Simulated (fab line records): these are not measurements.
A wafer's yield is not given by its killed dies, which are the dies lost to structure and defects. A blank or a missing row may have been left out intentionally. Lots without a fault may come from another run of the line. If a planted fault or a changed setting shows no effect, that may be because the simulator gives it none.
A struck lot beside a sound one :: flow sky130 :: 21 steps out of a route of 708
Sound: wafers L171.1, L171.2, L171.3. Struck: wafer L170.1 (L170.4, L170.5, from the same lot, were not struck and are left out); the cause is given at the end.
Each step with rows lists, per side, the tool, then ch with its chambers, then its first start. Under that, the readings that differ: sound wafers :: struck wafers :: difference of the means :: sigmas: that difference in standard deviations of wafers without a fault.
alike: readings with means less than 2 such deviations apart, plus words and numbers identical on both sides. not compared: withheld readings, readings lacking a value on some wafer, bounds such as >300 that could conceal the same value, and numbers that have no deviation in the record and whose values overlap.
The two part at a step that has a row with sigmas, a row that says differs or no value, or rows on one side only. Non-overlapping numbers with no deviation appear without sigmas and do not part them. A reading that every wafer of one side lacks parts them only if that side has two wafers or more.

first, 2 steps without rows for these wafers: SKY_PWDE_PEB_05; SKY_PWDE_DEVELOP_06 (develop time 60 s).
SKY_PWDE_OVL_MEAS_07:
  sound on overlay-02, day 9 05:52; struck on overlay-01, day 9 00:25
  alike: PWDE_OVL
then, 1 step without rows for these wafers: SKY_PWDE_IMPLANT_08.
SKY_PWDE_STRIP_09: strips in O2/N2.
  sound on plasma-asher-03 ch 0,1, day 9 06:04; struck on plasma-asher-04 ch 1, day 9 00:35
reading: drypump-motor-current-A (A)
sound: 5.4 5.2 5.4
struck: 6.2
difference: +0.9
sigmas: +2

reading: o2-flow-sccm (sccm)
sound: 3003 3006 3001
struck: 2981
difference: -22
sigmas: -2
  alike: oes-product-au, strip-time-to-endpoint-s
  not compared: rf-hours-counter-h
SKY_PWDE_TW_MEAS_10:
  sound on film-metro-01, day 9 06:10; struck on film-metro-01, day 9 00:41
  alike: PWDE_TW
then, 6 steps without rows for these wafers: SKY_NWELL_DEHYDRATE_03 (time 60 s); SKY_NWELL_HMDS_04 (prime time 60 s); SKY_NWELL_COAT_05 (resist thk 3000 nm); SKY_NWELL_SOFTBAKE_06; SKY_NWELL_EXPOSE_07 (exposes mask NWM, target cd 840 nm); SKY_NWELL_PEB_08.
SKY_NWELL_DEVELOP_09: develop time 60 s.
  sound on litho-track-01 ch 0, day 10 03:00; struck on litho-track-03 ch 0, day 9 22:00
SKY_NWELL_OVL_MEAS_10:
  sound on overlay-01, day 10 03:28; struck on overlay-02, day 9 23:02
  not compared: NWELL_00_OVL
then, 3 steps without rows for these wafers: SKY_NWELL_IMPLANT_11; SKY_NWELL_IMPLANT_12; SKY_NWELL_IMPLANT_13.
SKY_NWELL_STRIP_14: strips in O2/N2.
  sound on plasma-asher-01 ch 0,1, day 10 03:57; struck on plasma-asher-04 ch 0, day 9 23:32
  alike: drypump-motor-current-A, o2-flow-sccm, oes-product-au, strip-time-to-endpoint-s
  not compared: rf-hours-counter-h
SKY_NWELL_TW_MEAS_15:
  sound on film-metro-02, day 10 04:03; struck on film-metro-02, day 9 23:38
reading: NWELL_TW
sound: 1840 1840 1851
struck: 123
difference: -1721
sigmas: -82
then, 1 step without rows for these wafers: SKY_NWELL_DEHYDRATE_16 (time 60 s).
-- the record jumps here: 42 days lie between the struck wafers' starts before and after (it left off in module NWELL and takes up again in module PAD_OPEN, whose first step shown is number 708 of the route) --
SKY_PAD_OPEN_PROBE_99:
  only the struck wafers here have rows in the record (prober-01, day 51 12:39); the sound ones have none

== WHERE THEY PART ==
Last at SKY_PAD_OPEN_PROBE_99 as far as this record goes, first at SKY_PWDE_STRIP_09.

WHY: what the simulator had put in
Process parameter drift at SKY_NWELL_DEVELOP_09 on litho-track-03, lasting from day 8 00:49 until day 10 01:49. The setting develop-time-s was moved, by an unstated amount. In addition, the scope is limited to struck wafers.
